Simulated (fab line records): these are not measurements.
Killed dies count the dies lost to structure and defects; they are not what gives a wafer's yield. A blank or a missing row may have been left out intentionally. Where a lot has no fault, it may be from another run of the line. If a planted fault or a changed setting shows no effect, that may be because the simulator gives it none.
The tool behind it: which one? | flow gf180mcu | 13 lots, 39 wafers sampled, at 5 steps of a route of 602

== WHAT EACH GAUGE READ, for each wafer ==
GF_V1_THK_MEAS_01. Usual: V1_CVD_00_THK typically reads 599 nm, with standard deviation 7.2.
lot  | measured     | on            | V1_CVD_00_THK (nm)      | flag
L522 | day 17 04:24 | film metro-03 | 600 606 601             |
L524 | day 17 17:15 | film metro-04 | 598 591 595             |
L527 | day 19 02:01 | film metro-02 | 593 593 607             |
L529 | day 19 16:35 | film metro-02 | 593 603 609             |
L530 | day 20 00:13 | film metro-02 | 599 590 584             |
L532 | day 20 22:29 | film metro-02 | 596 599 605             |
L533 | day 21 05:00 | film metro-02 | 533 539 537 533 539 537 | OFF
L534 | day 21 10:44 | film metro-03 | 535 523 536 534 523 536 | OFF
L535 | day 22 01:00 | film metro-02 | 591 596 596             |
L536 | day 22 06:52 | film metro-04 | 592 598 598             |
L537 | day 22 17:01 | film metro-03 | 527 524 534 527 523 535 | OFF
L538 | day 23 00:13 | film metro-03 | 528 532 531 529 532 530 | OFF
L541 | day 23 22:42 | film metro-02 | 593 601 595             |

GF_V1_THK_MEAS_03. Usual: V1_CVD_02_THK typically reads 845 nm, with standard deviation 13.
lot  | measured     | on            | V1_CVD_02_THK (nm) | flag
L522 | day 17 04:32 | film metro-02 | 852 845 862        |
L524 | day 17 17:25 | film metro-03 | 842 845 870        |
L527 | day 19 02:09 | film metro-02 | 838 837 860        |
L529 | day 19 16:45 | film metro-03 | 838 836 847        |
L530 | day 20 00:20 | film metro-03 | 849 826 863        |
L532 | day 20 22:37 | film metro-03 | 862 851 868        |
L533 | day 21 07:32 | film metro-02 | 830 841 871        |
L534 | day 21 13:56 | film metro-03 | 852 849 861        |
L535 | day 22 01:08 | film metro-04 | 857 873 860        |
L536 | day 22 06:59 | film metro-02 | 838 822 867        |
L537 | day 23 00:59 | film metro-02 | 828 834 828        |
L538 | day 23 03:17 | film metro-03 | 851 859 854        |
L541 | day 23 22:50 | film metro-04 | 843 835 850        |

GF_V1_BOW_MEAS_05. Usual: V1_BOW typically reads 82 um, with standard deviation 7.2.
lot  | measured     | on            | V1_BOW (um) | flag
L522 | day 17 04:59 | film metro-03 | 78 83 71    |
L524 | day 17 17:46 | film metro-03 | 82 90 84    |
L527 | day 19 02:32 | film metro-02 | 81 88 87    |
L529 | day 19 17:07 | film metro-04 | 73 82 75    |
L530 | day 20 00:43 | film metro-04 | 93 77 84    |
L532 | day 20 23:10 | film metro-04 | 80 81 89    |
L533 | day 21 08:23 | film metro-03 | 78 82 73    |
L534 | day 21 14:18 | film metro-03 | 89 93 95    |
L535 | day 22 01:31 | film metro-02 | 71 92 81    |
L536 | day 22 07:23 | film metro-03 | 82 86 83    |
L537 | day 23 04:11 | film metro-03 | 84 76 81    |
L538 | day 23 03:46 | film metro-04 | 71 78 88    |
L541 | day 23 23:11 | film metro-04 | 68 85 72    |

== TOOL THAT RAN EACH LOT (tool first, then ch and the chambers of the sampled wafers, then the start) ==
lot  | GF_CONTACT_CMP_27             | GF_V1_CVD_00
L522 | cmp-02 ch 0,1,3, day 16 04:31 | hdpcvd-02 ch 0,1,2, day 17 04:20
L524 | cmp-01 ch 0,2,3, day 16 16:53 | hdpcvd-02 ch 0,1,2, day 17 17:11
L527 | cmp-02 ch 0,3, day 18 00:55   | hdpcvd-01 ch 0,1,2, day 19 01:56
L529 | cmp-02 ch 0,2,3, day 18 15:28 | hdpcvd-02 ch 0,2, day 19 16:31
L530 | cmp-01 ch 0,2,3, day 18 21:23 | hdpcvd-01 ch 0,1,2, day 20 00:07
L532 | cmp-02 ch 0,1,2, day 19 21:10 | hdpcvd-01 ch 0,1, day 20 22:24
L533 | cmp-02 ch 0,1,2, day 20 03:41 | hdpcvd-01 ch 1,2, day 21 04:55
L534 | cmp-02 ch 0,1, day 20 09:44   | hdpcvd-01 ch 1,2, day 21 10:40
L535 | cmp-01 ch 0,1,2, day 20 23:24 | hdpcvd-02 ch 1,2, day 22 00:55
L536 | cmp-02 ch 0,1, day 21 05:29   | hdpcvd-02 ch 0,1, day 22 06:47
L537 | cmp-01 ch 0,1,3, day 21 15:46 | hdpcvd-01 ch 0,1,2, day 22 16:57
L538 | cmp-01 ch 0,2, day 21 23:33   | hdpcvd-01 ch 0,2, day 23 00:08
L541 | cmp-02 ch 0,1,2, day 22 21:57 | hdpcvd-02 ch 0,1, day 23 22:37
- GF_CONTACT_CMP_27: polishes, stops on SiO2, t overpolish 15 s, target thk 0 nm.
- GF_V1_CVD_00: deposits SiO2, target thk 600 nm, time 100 s.

== WHAT THE TOOLS THEMSELVES READ (means of the sampled wafers that have a number; where no wafer has one, the mark that the record gives instead) ==
GF_CONTACT_CMP_27. Usual: head pressure psi 3.499 psi, standard deviation 0.0077; motor current A 11.0 A, standard deviation 1.1; overpolish run s 14.999 s, standard deviation 0.0093; time to endpoint s 71 s, standard deviation 4.4.
lot  | tool   | head pressure psi (psi) | motor current A (A) | overpolish run s (s) | time to endpoint s (s) | flag
L522 | cmp-02 | 3.505                   | 11.0                | 15.001               | 73                     |
L524 | cmp-01 | 3.499                   | 11.3                | 15.003               | 73                     |
L527 | cmp-02 | 3.492                   | 11.8                | 15.001               | 66                     |
L529 | cmp-02 | 3.498                   | 11.0                | 15.001               | 71                     |
L530 | cmp-01 | 3.495                   | 11.6                | 15.004               | 70                     |
L532 | cmp-02 | 3.499                   | 10.6                | 14.997               | 71                     |
L533 | cmp-02 | 3.502                   | 10.5                | 15.003               | 71                     |
L534 | cmp-02 | 3.501                   | 11.4                | 15.005               | 68                     |
L535 | cmp-01 | 3.498                   | 10.8                | 14.999               | 69                     |
L536 | cmp-02 | 3.500                   | 10.7                | 15.000               | 73                     |
L537 | cmp-01 | 3.499                   | 11.6                | 14.999               | 74                     |
L538 | cmp-01 | 3.494                   | 10.8                | 14.999               | 70                     |
L541 | cmp-02 | 3.504                   | 10.5                | 15.007               | 68                     |

== THE ANSWER, worked out from the rows above alone ==
Rule: take the mean of a lot's wafers that have a number; if it is more than 3 standard deviations from the usual mean, the lot is off. A lot without any number at a reading at which 4 lots or more have one is off too. Where the step has rows for the other lots, those lots are counted as sound. The gauges are gone through in route order, then the tools' own readings, and for those a lot's mean is taken as printed above. At the first step where some lot is off, the reading lying furthest off is the one used; lots without a number count as furthest.
Off: L533, L534, L537, L538, at GF_V1_THK_MEAS_01 (V1_CVD_00_THK).
A tool fits if, at a process step before that reading, it ran every lot that is off, and no sound lot after the first of them. Gauges at GF_V1_THK_MEAS_01: tried the same way as those tools. One fits: GF_V1_CVD_00 on hdpcvd-01. Its last sound lot is L532 (day 20 22:24), its first lot that is off L533 (day 21 04:55): a fault that began between those two fits.

== WHAT THE SIMULATOR HAD PUT IN ==
Site profile drift: hdpcvd-01, from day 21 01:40 on, at GF_V1_CVD_00. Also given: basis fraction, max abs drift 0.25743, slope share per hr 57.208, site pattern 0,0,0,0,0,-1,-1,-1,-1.
Lots struck among those shown: L533, L534, L537, L538. The rule above found the same.
